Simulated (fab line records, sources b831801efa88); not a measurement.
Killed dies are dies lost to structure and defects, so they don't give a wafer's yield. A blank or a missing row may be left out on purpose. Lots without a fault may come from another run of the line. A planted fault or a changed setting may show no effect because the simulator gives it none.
A struck lot beside a sound one | flow sky130 | 16 steps out of a route of 708
Sound: wafers L132.1, L132.4, L132.5. Struck: wafers L140.1, L140.2, L140.6. The cause comes at the end.
At each step with rows: each side's tool, then ch and its chambers, then its first start. Under that, the readings that differ: sound wafers | struck wafers | difference of the means | sigmas: that difference in standard deviations of wafers without a fault.
alike: readings whose means differ by less than 2 such deviations, and words and numbers that are the same on both sides. not compared: withheld readings, readings that some wafer has no value for, bounds like >300 that may hide the same value, and numbers for which the record gives no deviation and whose values overlap.
The two part at a step that has a row with sigmas, a row that says differs or no value, or rows on one side only. Numbers that don't overlap but have no deviation are shown without sigmas and don't part them. A reading that every wafer of one side lacks parts them only if that side has two wafers or more.

first, 6 steps without rows for these wafers: SKY_METAL5_HMDS_08 (prime time 60 s); SKY_METAL5_COAT_09 (resist thk 1800 nm); SKY_METAL5_SOFTBAKE_10 (time 60 s); SKY_METAL5_EXPOSE_11 (exposes mask MM5, target cd 1600 nm); SKY_METAL5_PEB_12; SKY_METAL5_DEVELOP_13 (develop time 60 s).
SKY_METAL5_DESCUM_14: chemistry O2, time 11 s.
  sound on rie_metal-04 ch 1, day 46 04:01; struck on rie_metal-03 ch 0,1, day 47 10:53
  reading                     | sound             | struck            | difference | sigmas
  drypump_motor_current_A (A) | 6.3 6.3 6.3       | 5.1 5.5 5.1       | -1.1       | -2
  oes_product_au (a.u.)       | 1.021 1.015 1.022 | 0.989 0.985 0.985 | -0.033     | -3
  alike: chamber_pressure_mTorr, he_backside_leak_sccm
  not compared: rf_hours_counter_h
SKY_METAL5_METAL_ETCH_15: etches the open film in Cl2/BCl3, stops on SiO2, target depth 1260 nm, time 252 s.
  sound on rie_metal-04 ch 1, day 46 04:02; struck on rie_metal-03 ch 0,1, day 47 10:55
  reading                     | sound       | struck      | difference | sigmas
  drypump_motor_current_A (A) | 6.3 6.3 6.3 | 5.1 5.5 5.1 | -1.1       | -2
  alike: bcl3_flow_sccm, chamber_pressure_mTorr, he_backside_leak_sccm, oes_product_au, throttle_valve_pct
  not compared: rf_hours_counter_h
SKY_METAL5_STRIP_16: strips in O2/N2.
  sound on plasma_asher-04 ch 0,1, day 46 04:17; struck on plasma_asher-04 ch 0,1, day 47 11:09
  reading                      | sound             | struck            | difference | sigmas
  strip_time_to_endpoint_s (s) | 12.79 12.84 12.80 | 13.24 13.21 13.16 | +0.39      | +2
  alike: chamber_pressure_mTorr, drypump_motor_current_A, oes_product_au
  not compared: rf_hours_counter_h
then, 3 steps without rows for these wafers: SKY_METAL5_STRIP_17 (strips in post etch residue remover, time 1200 s); SKY_METAL5_CLEAN_18 (cleans in IPA, time 180 s); SKY_METAL5_CLEAN_19 (cleans in O3/DIW).
SKY_PASSIVATION_CVD_00: deposits SiO2, target thk 90 nm.
  sound on pecvd-03 ch 0,1, day 46 04:53; struck on pecvd-04 ch 0,1,2, day 47 11:44
  alike: heater_power_w
SKY_PASSIVATION_THK_MEAS_01:
  sound on film_metro-04, day 46 04:54; struck on film_metro-04, day 47 11:46
  reading                     | sound          | struck         | difference | sigmas
  PASSIVATION_CVD_00_THK (nm) | 89.2 90.5 90.7 | 85.4 84.9 87.9 | -4.1       | -4
SKY_PASSIVATION_CVD_02: deposits Si3N4, target thk 540 nm.
  sound on pecvd-04 ch 0,2, day 46 04:58; struck on pecvd-03 ch 0,1,2, day 47 11:49
  alike: heater_power_w
SKY_PAD_OPEN_PROBE_99:
  the record has rows for the sound wafers here (prober-02, day 47 22:58) and none for the struck ones

WHERE THEY PART
First at SKY_METAL5_DESCUM_14; last, within this record, at SKY_PAD_OPEN_PROBE_99.

WHY: what the simulator had put in
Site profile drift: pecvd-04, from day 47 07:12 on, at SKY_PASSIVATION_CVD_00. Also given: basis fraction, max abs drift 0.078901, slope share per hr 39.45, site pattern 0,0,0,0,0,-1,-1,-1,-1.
